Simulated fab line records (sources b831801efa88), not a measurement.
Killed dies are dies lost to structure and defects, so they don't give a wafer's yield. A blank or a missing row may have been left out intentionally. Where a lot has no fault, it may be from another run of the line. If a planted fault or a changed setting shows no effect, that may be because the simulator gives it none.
What tool caused it? | flow sky130 | 14 lots with 42 wafers sampled at 6 steps, on a route of 708 steps

== WHAT THE GAUGES READ, wafer by wafer ==
SKY_VIA1_BOW_MEAS_03.
lot  | measured     | on            | VIA1_BOW (um)
L296 | day 32 20:01 | film-metro-03 | 70 72 76
L297 | day 33 05:53 | film-metro-02 | 87 69 71
L299 | day 34 02:24 | film-metro-04 | 80 83 92
L300 | day 34 08:44 | film-metro-04 | 80 83 93
L302 | day 34 20:28 | film-metro-04 | 77 90 83
L301 | day 35 04:03 | film-metro-04 | 76 84 80
L303 | day 35 09:55 | film-metro-02 | 80 67 81
L304 | day 36 04:34 | film-metro-04 | 93 75 68
L305 | day 37 00:28 | film-metro-04 | 99 79 85
L306 | day 37 01:41 | film-metro-03 | 90 74 78
L311 | day 37 19:20 | film-metro-02 | 67 71 85
L312 | day 38 12:46 | film-metro-04 | 67 89 80
L317 | day 39 07:58 | film-metro-03 | 75 68 81
L318 | day 39 20:37 | film-metro-04 | 80 88 75

SKY_METAL2_RS_MEAS_05: measurement is done with a four-point probe.
lot  | measured     | on            | METAL2_ALCU_RS (ohm/sq)
L296 | day 33 23:59 | film-metro-04 | 0.1275 0.1249 0.1250
L297 | day 34 10:16 | film-metro-01 | 0.1276 0.1300 0.1279
L299 | day 35 06:44 | film-metro-03 | 0.1262 0.1240 0.1269
L300 | day 35 13:28 | film-metro-03 | 0.1262 0.1263 0.1245
L302 | day 36 00:06 | film-metro-03 | 0.1257 0.1259 0.1277
L301 | day 36 07:38 | film-metro-04 | 0.1277 0.1258 0.1274
L303 | day 36 12:50 | film-metro-04 | 0.1283 0.1292 0.1283
L304 | day 37 08:56 | film-metro-01 | 0.1239 0.1281 0.1265
L305 | day 38 04:01 | film-metro-01 | 0.1237 0.1287 0.1267
L306 | day 38 05:42 | film-metro-04 | 0.0887 0.1252 0.1245 0.0888 0.1254 0.1245
L311 | day 38 22:11 | film-metro-04 | 0.1261 0.0889 0.1270 0.1259 0.0888 0.1271
L312 | day 39 14:56 | film-metro-03 | 0.1273 0.1272 0.1288
L317 | day 40 09:55 | film-metro-03 | 0.1278 0.1270 0.1300
L318 | day 40 22:13 | film-metro-03 | 0.1245 0.1280 0.1249

SKY_METAL2_THK_MEAS_06: measures by xrf.
lot  | measured     | on            | METAL2_ALCU_THK (nm)
L296 | day 34 00:05 | film-metro-04 | 251 255 255
L297 | day 34 10:22 | film-metro-01 | 250 248 253
L299 | day 35 06:51 | film-metro-03 | 253 260 252
L300 | day 35 13:34 | film-metro-03 | 252 252 258
L302 | day 36 00:13 | film-metro-03 | 256 255 251
L301 | day 36 07:45 | film-metro-04 | 253 255 252
L303 | day 36 12:57 | film-metro-04 | 250 250 251
L304 | day 37 09:03 | film-metro-01 | 259 250 256
L305 | day 38 04:08 | film-metro-01 | 259 250 255
L306 | day 38 09:42 | film-metro-04 | 357 255 255 357 257 256
L311 | day 39 02:23 | film-metro-04 | 253 356 252 254 356 251
L312 | day 39 15:02 | film-metro-03 | 251 250 249
L317 | day 40 10:01 | film-metro-03 | 250 250 246
L318 | day 40 22:20 | film-metro-03 | 255 252 258

== WHAT TOOL EACH LOT RAN ON (gives the tool, then ch and the chambers of the sampled wafers, and finally the start) ==
lot  | SKY_VIA1_CMP_02               | SKY_VIA1_SPUTTER_20          | SKY_METAL2_SPUTTER_02
L296 | cmp-02 ch 0,1,2, day 32 19:47 | pvd-sputter-02, day 33 23:11 | pvd-sputter-03, day 33 23:52
L297 | cmp-02 ch 0,1, day 33 05:32   | pvd-sputter-01, day 34 09:28 | pvd-sputter-03, day 34 10:08
L299 | cmp-02 ch 0,1, day 34 02:05   | pvd-sputter-02, day 35 05:56 | pvd-sputter-04, day 35 06:37
L300 | cmp-02 ch 1,2, day 34 08:24   | pvd-sputter-02, day 35 12:39 | pvd-sputter-04, day 35 13:20
L302 | cmp-02 ch 1,2, day 34 20:11   | pvd-sputter-02, day 35 23:18 | pvd-sputter-04, day 35 23:59
L301 | cmp-02 ch 0,2,3, day 35 03:48 | pvd-sputter-01, day 36 06:51 | pvd-sputter-03, day 36 07:32
L303 | cmp-01 ch 0,1,2, day 35 09:43 | pvd-sputter-01, day 36 12:03 | pvd-sputter-03, day 36 12:44
L304 | cmp-01 ch 1,2,3, day 36 04:19 | pvd-sputter-04, day 37 08:10 | pvd-sputter-04, day 37 08:50
L305 | cmp-01 ch 2,3, day 37 00:10   | pvd-sputter-02, day 38 03:15 | pvd-sputter-03, day 38 03:56
L306 | cmp-01 ch 0,1,2, day 37 01:23 | pvd-sputter-04, day 38 04:53 | pvd-sputter-04, day 38 05:37
L311 | cmp-01 ch 0,1,3, day 37 19:08 | pvd-sputter-04, day 38 21:23 | pvd-sputter-04, day 38 22:04
L312 | cmp-02 ch 2,3, day 38 12:29   | pvd-sputter-04, day 39 14:08 | pvd-sputter-03, day 39 14:49
L317 | cmp-01 ch 0,1,2, day 39 07:39 | pvd-sputter-01, day 40 09:03 | pvd-sputter-03, day 40 09:48
L318 | cmp-01 ch 0,1,3, day 39 20:22 | pvd-sputter-04, day 40 21:26 | pvd-sputter-03, day 40 22:07
- SKY_VIA1_CMP_02: polishes SiO2.
- SKY_VIA1_SPUTTER_20: material TiN, target thk 20 nm, time 80 s.
- SKY_METAL2_SPUTTER_02: material AlCu, target thk 250 nm, time 13.3 s.

== WHAT THE TOOLS THEMSELVES READ (means of the sampled wafers that have a number; where no wafer has one, the mark that the record gives instead) ==
SKY_VIA1_CMP_02.
lot  | tool   | motor-current-A (A)
L296 | cmp-02 | 11.7
L297 | cmp-02 | 12.5
L299 | cmp-02 | 12.1
L300 | cmp-02 | 11.5
L302 | cmp-02 | 11.3
L301 | cmp-02 | 12.5
L303 | cmp-01 | 12.4
L304 | cmp-01 | 11.6
L305 | cmp-01 | 11.6
L306 | cmp-01 | 12.3
L311 | cmp-01 | 12.3
L312 | cmp-02 | 11.7
L317 | cmp-01 | 12.8
L318 | cmp-01 | 12.0

SKY_VIA1_SPUTTER_20.
lot  | tool           | throttle-valve-pct (%)
L296 | pvd-sputter-02 | 31.1
L297 | pvd-sputter-01 | 30.4
L299 | pvd-sputter-02 | 31.2
L300 | pvd-sputter-02 | 31.0
L302 | pvd-sputter-02 | 31.4
L301 | pvd-sputter-01 | 30.1
L303 | pvd-sputter-01 | 30.1
L304 | pvd-sputter-04 | 31.0
L305 | pvd-sputter-02 | 31.1
L306 | pvd-sputter-04 | 31.2
L311 | pvd-sputter-04 | 31.2
L312 | pvd-sputter-04 | 31.5
L317 | pvd-sputter-01 | 30.9
L318 | pvd-sputter-04 | 31.5

SKY_METAL2_SPUTTER_02.
lot  | tool           | throttle-valve-pct (%)
L296 | pvd-sputter-03 | 30.3
L297 | pvd-sputter-03 | 29.4
L299 | pvd-sputter-04 | 31.1
L300 | pvd-sputter-04 | 31.0
L302 | pvd-sputter-04 | 31.3
L301 | pvd-sputter-03 | 30.7
L303 | pvd-sputter-03 | 31.3
L304 | pvd-sputter-04 | 31.2
L305 | pvd-sputter-03 | 29.9
L306 | pvd-sputter-04 | 31.1
L311 | pvd-sputter-04 | 31.3
L312 | pvd-sputter-03 | 30.5
L317 | pvd-sputter-03 | 29.8
L318 | pvd-sputter-03 | 30.1

== THE ANSWER, worked out from the rows above alone ==
Rule: usual is defined by the lots themselves. Put in order of their means at a reading, lots are off if they are a third of the lots or fewer, leave a main group of 4 or more, and stand apart from it by a gap of 3 or more times the standard deviation of the main group's means; of several such gaps the widest counts. A main group whose means are all the same, to the digits that the tables above print for the reading, isn't used. Also off: a lot with no number at a reading for which 4 or more lots have one. Where the step has rows for the other lots, those lots are counted as sound. The gauges are gone through in route order, then the tools' own readings, and for those a lot's mean is taken as printed above. The first step at which some lot is off is used, and at that step the reading that is off furthest; a lot without a number counts as furthest.
Off: L306, L311, seen at SKY_METAL2_RS_MEAS_05 (METAL2_ALCU_RS). Main group: mean 0.1268 ohm/sq, sd 0.0011.
A tool fits if, at a process step before that reading, it ran every lot that is off, and no sound lot after the first of them. Those tools and the gauges at SKY_METAL2_RS_MEAS_05 are tried in the same way. This does not decide it: 2 tools fit, namely pvd-sputter-04 at SKY_METAL2_SPUTTER_02 and film-metro-04 at SKY_METAL2_RS_MEAS_05.

== WHAT THE SIMULATOR HAD PUT IN ==
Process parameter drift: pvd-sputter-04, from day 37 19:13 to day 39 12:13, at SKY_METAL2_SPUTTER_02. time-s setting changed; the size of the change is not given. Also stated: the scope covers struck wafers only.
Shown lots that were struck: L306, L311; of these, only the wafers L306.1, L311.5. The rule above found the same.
